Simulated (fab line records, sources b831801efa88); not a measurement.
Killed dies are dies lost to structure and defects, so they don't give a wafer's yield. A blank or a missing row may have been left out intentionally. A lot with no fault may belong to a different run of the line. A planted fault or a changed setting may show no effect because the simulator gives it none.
Check for tools in common / flow gf180mcu / 33 wafers sampled across 11 lots

WHY IT WAS OPENED
GF_PSD_RS_MEAS_14, reading NSD_RS: flagged on 2 of 11 lots. Fault-free wafers read 46.16 ohm/sq, with a standard deviation of 0.085.
Rule: flag the lot when none of its wafers has a number, or when each of its wafers that has one lies beyond 4 standard deviations from that mean. The rest of the lots are taken to be sound.

lot=L226; measured=day 14 15:51; on=film-metro-01; NSD_RS (ohm/sq), wafer by wafer=46.19 46.14 46.17; flag=
lot=L227; measured=day 15 00:56; on=film-metro-04; NSD_RS (ohm/sq), wafer by wafer=46.12 45.96 45.98; flag=
lot=L229; measured=day 15 23:32; on=film-metro-02; NSD_RS (ohm/sq), wafer by wafer=46.22 46.16 46.09; flag=
lot=L230; measured=day 16 05:43; on=film-metro-01; NSD_RS (ohm/sq), wafer by wafer=46.20 46.18 46.20; flag=
lot=L234; measured=day 17 16:01; on=film-metro-04; NSD_RS (ohm/sq), wafer by wafer=44.93 44.92 44.96; flag=FLAGGED
lot=L235; measured=day 18 00:28; on=film-metro-01; NSD_RS (ohm/sq), wafer by wafer=45.08 45.11 45.07; flag=FLAGGED
lot=L237; measured=day 18 20:29; on=film-metro-02; NSD_RS (ohm/sq), wafer by wafer=46.22 46.27 46.22; flag=
lot=L239; measured=day 19 08:55; on=film-metro-02; NSD_RS (ohm/sq), wafer by wafer=46.18 46.09 46.16; flag=
lot=L244; measured=day 21 05:44; on=film-metro-01; NSD_RS (ohm/sq), wafer by wafer=46.18 46.17 46.24; flag=
lot=L245; measured=day 21 11:49; on=film-metro-01; NSD_RS (ohm/sq), wafer by wafer=46.20 46.13 46.15; flag=
lot=L246; measured=day 21 22:18; on=film-metro-02; NSD_RS (ohm/sq), wafer by wafer=46.10 46.15 46.29; flag=
Average over the flagged lots: 45.01 ohm/sq; offset from the usual -1.15 ohm/sq, equal to -14 standard deviations.

EACH LOT AND THE TOOL IT RAN ON
Before the reading, the record contains 2 process steps out of a 602-step route. Each cell gives the tool, then ch followed by the chambers the sampled wafers passed through, then the start.
lot=L226; flag=; GF_POLY_GATE_ETCH_12=rie-diel-04 ch 0,1,2, day 9 10:33; GF_PSD_RTA_13=rtp-anneal-01 ch 0, day 14 15:41
lot=L227; flag=; GF_POLY_GATE_ETCH_12=rie-diel-03 ch 1,2,3, day 9 18:25; GF_PSD_RTA_13=rtp-anneal-02 ch 0, day 15 00:51
lot=L229; flag=; GF_POLY_GATE_ETCH_12=rie-diel-01 ch 0,2,3, day 10 13:09; GF_PSD_RTA_13=rtp-anneal-02 ch 0, day 15 23:27
lot=L230; flag=; GF_POLY_GATE_ETCH_12=rie-diel-03 ch 0,2,3, day 10 20:03; GF_PSD_RTA_13=rtp-anneal-01 ch 0, day 16 05:38
lot=L234; flag=FLAGGED; GF_POLY_GATE_ETCH_12=rie-diel-01 ch 0,2,3, day 11 23:57; GF_PSD_RTA_13=rtp-anneal-01 ch 0, day 17 15:56
lot=L235; flag=FLAGGED; GF_POLY_GATE_ETCH_12=rie-diel-01 ch 0,2,3, day 12 08:13; GF_PSD_RTA_13=rtp-anneal-01 ch 0, day 18 00:23
lot=L237; flag=; GF_POLY_GATE_ETCH_12=rie-diel-04 ch 0,1,2, day 12 22:49; GF_PSD_RTA_13=rtp-anneal-02 ch 0, day 18 20:24
lot=L239; flag=; GF_POLY_GATE_ETCH_12=rie-diel-03 ch 1,2,3, day 13 09:13; GF_PSD_RTA_13=rtp-anneal-02 ch 0, day 19 08:50
lot=L244; flag=; GF_POLY_GATE_ETCH_12=rie-diel-03 ch 1,3, day 15 00:21; GF_PSD_RTA_13=rtp-anneal-01 ch 0, day 21 05:40
lot=L245; flag=; GF_POLY_GATE_ETCH_12=rie-diel-03 ch 0,3, day 15 06:19; GF_PSD_RTA_13=rtp-anneal-01 ch 0, day 21 11:43
lot=L246; flag=; GF_POLY_GATE_ETCH_12=rie-diel-01 ch 0,1,2, day 15 15:07; GF_PSD_RTA_13=rtp-anneal-01 ch 0, day 21 22:13
These steps, and what they do:
- GF_POLY_GATE_ETCH_12: etches BARC in N2/H2.
- GF_PSD_RTA_13: time 20 s.
- GF_PSD_RS_MEAS_14: measures by four-point-probe.

FLAGGED OVER TOTAL, TOOL BY TOOL (the gauges that took the reading come last)
step=GF_POLY_GATE_ETCH_12; tool=rie-diel-01; lots run=4; flagged=2; share of the flagged lots=all; sound lots run after its first flagged lot=1 (L246)
step=GF_POLY_GATE_ETCH_12; tool=rie-diel-03; lots run=5; flagged=0; share of the flagged lots=none; sound lots run after its first flagged lot=-
step=GF_POLY_GATE_ETCH_12; tool=rie-diel-04; lots run=2; flagged=0; share of the flagged lots=none; sound lots run after its first flagged lot=-
step=GF_PSD_RTA_13; tool=rtp-anneal-01; lots run=7; flagged=2; share of the flagged lots=all; sound lots run after its first flagged lot=3 (L244,L245,L246)
step=GF_PSD_RTA_13; tool=rtp-anneal-02; lots run=4; flagged=0; share of the flagged lots=none; sound lots run after its first flagged lot=-
step=GF_PSD_RS_MEAS_14; tool=film-metro-01; lots run=5; flagged=1; share of the flagged lots=some; sound lots run after its first flagged lot=2 (L244,L245)
step=GF_PSD_RS_MEAS_14; tool=film-metro-02; lots run=4; flagged=0; share of the flagged lots=none; sound lots run after its first flagged lot=-
step=GF_PSD_RS_MEAS_14; tool=film-metro-04; lots run=2; flagged=1; share of the flagged lots=some; sound lots run after its first flagged lot=0

WHAT IS ALLOWED BY THE TABLE
2 rows of the table ran every flagged lot: rie-diel-01 at GF_POLY_GATE_ETCH_12, rtp-anneal-01 at GF_PSD_RTA_13.
- rie-diel-01 at GF_POLY_GATE_ETCH_12: 2 of its 4 lots flagged. Sound lots ran on it after the first flagged one (L246), which a lasting fault on the whole tool wouldn't allow.
- rtp-anneal-01 at GF_PSD_RTA_13: 2 of its 7 lots flagged. Sound lots ran on it after the first flagged one (L244, L245, L246), which a lasting fault on the whole tool wouldn't allow. Its own readings (wafer_temp_C_max) fall more than 4 standard deviations out on all wafers of the flagged lots.
Every row of the table either missed a flagged lot or ran a sound lot after the first.

WHAT THE SIMULATOR HAD PUT IN
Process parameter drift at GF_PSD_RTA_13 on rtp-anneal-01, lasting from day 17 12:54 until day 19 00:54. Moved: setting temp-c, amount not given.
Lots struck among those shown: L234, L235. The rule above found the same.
